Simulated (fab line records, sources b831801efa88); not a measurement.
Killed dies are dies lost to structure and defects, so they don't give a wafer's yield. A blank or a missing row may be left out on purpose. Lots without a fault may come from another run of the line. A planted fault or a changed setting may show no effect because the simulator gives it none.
A struck lot beside a sound one | flow sky130 | 15 steps out of a route of 708
Sound: wafers L801.1, L801.3, L801.5. Struck: wafers L813.1, L813.3, L813.4. The cause comes at the end.
At each step with rows: each side's tool, then ch and its chambers, then its first start. Under that, the readings that differ: sound wafers | struck wafers | difference of the means | sigmas: that difference in standard deviations of wafers without a fault.
alike: readings whose means differ by less than 2 such deviations, and words and numbers that are the same on both sides. not compared: withheld readings, readings that some wafer has no value for, bounds like >300 that may hide the same value, and numbers for which the record gives no deviation and whose values overlap.
The two part at a step that has a row with sigmas, a row that says differs or no value, or rows on one side only. Numbers that don't overlap but have no deviation are shown without sigmas and don't part them. A reading that every wafer of one side lacks parts them only if that side has two wafers or more.

SKY_VIA1_OVL_MEAS_13:
  sound on overlay-01, day 34 20:06; struck on overlay-02, day 38 16:46
  reading       | sound    | struck | difference | sigmas
  VIA1_OVL (nm) | 16 11 11 | -2 0 3 | -12        | -2
then, 1 step without rows for these wafers: SKY_VIA1_ETCH_14 (etches BARC in N2/H2, stops on SiO2, time 45.9 s, target depth 60 nm).
SKY_VIA1_ETCH_15: etches SiO2 in C4F8/O2/Ar, stops on TiN, target depth 351 nm, time 54 s.
  sound on rie_diel-02 ch 0,1, day 34 20:10; struck on rie_diel-02 ch 0,1,2, day 38 16:50
  alike: oes_product_au
  not compared: rf_hours_counter_h
SKY_VIA1_STRIP_16: strips in O2/N2.
  sound on plasma_asher-03 ch 0, day 34 20:13; struck on plasma_asher-02 ch 0,1, day 38 16:53
  alike: drypump_motor_current_A, oes_product_au, strip_time_to_endpoint_s
  not compared: rf_hours_counter_h
then, 3 steps without rows for these wafers: SKY_VIA1_STRIP_17 (strips in post etch residue remover, time 1200 s); SKY_VIA1_CLEAN_18 (cleans in IPA, time 180 s); SKY_VIA1_CLEAN_19 (cleans in O3/DIW).
SKY_VIA1_SPUTTER_20: material TiN, target thk 20 nm, time 80 s.
  sound on pvd_sputter-03, day 34 20:49; struck on pvd_sputter-04, day 38 17:29
  alike: chamber_pressure_pa, throttle_valve_pct
then, 1 step without rows for these wafers: SKY_VIA1_CVD_21 (deposits W, target thk 270 nm, time 80.902 s).
SKY_VIA1_RS_MEAS_22: measures by four-point-probe.
  sound on film_metro-04, day 34 20:58; struck on film_metro-04, day 38 17:38
  alike: VIA1_W_RS
SKY_VIA1_THK_MEAS_23: measures by xrf.
  sound on film_metro-04, day 34 21:05; struck on film_metro-04, day 38 17:45
  alike: VIA1_W_THK
SKY_VIA1_CMP_24: polishes, stops on SiO2, t overpolish 15 s, target thk 0 nm.
  sound on cmp-02 ch 1,2, day 34 21:09; struck on cmp-01 ch 0,1,3, day 38 17:49
  reading                | sound    | struck   | difference | sigmas
  time_to_endpoint_s (s) | 74 75 76 | 65 69 62 | -10        | -2
  alike: motor_current_A, overpolish_run_s
SKY_METAL2_SPUTTER_00: material Ti, target thk 15 nm, time 10 s.
  sound on pvd_sputter-01, day 34 21:27; struck on pvd_sputter-01, day 38 18:07
  reading                                   | sound             | struck            | difference | sigmas
  model.Ti_of_METAL2_SPUTTER_00.thk_nm (nm) | 14.88 14.66 14.81 | 21.78 21.66 21.56 | +6.88      |
  alike: chamber_pressure_pa, throttle_valve_pct
SKY_METAL2_SPUTTER_01: material TiN, target thk 20 nm, time 16.7 s.
  sound on pvd_sputter-01, day 34 21:29; struck on pvd_sputter-01, day 38 18:08
  alike: chamber_pressure_pa, throttle_valve_pct
-- the record jumps here: 11 days lie between the struck wafers' starts before and after (it left off in module METAL2 and takes up again in module PAD_OPEN, whose first step shown is number 708 of the route) --
SKY_PAD_OPEN_PROBE_99:
  the record has rows for the struck wafers here (prober-02, day 49 08:25) and none for the sound ones

WHERE THEY PART
First at SKY_VIA1_OVL_MEAS_13; last, within this record, at SKY_PAD_OPEN_PROBE_99.

WHY: what the simulator had put in
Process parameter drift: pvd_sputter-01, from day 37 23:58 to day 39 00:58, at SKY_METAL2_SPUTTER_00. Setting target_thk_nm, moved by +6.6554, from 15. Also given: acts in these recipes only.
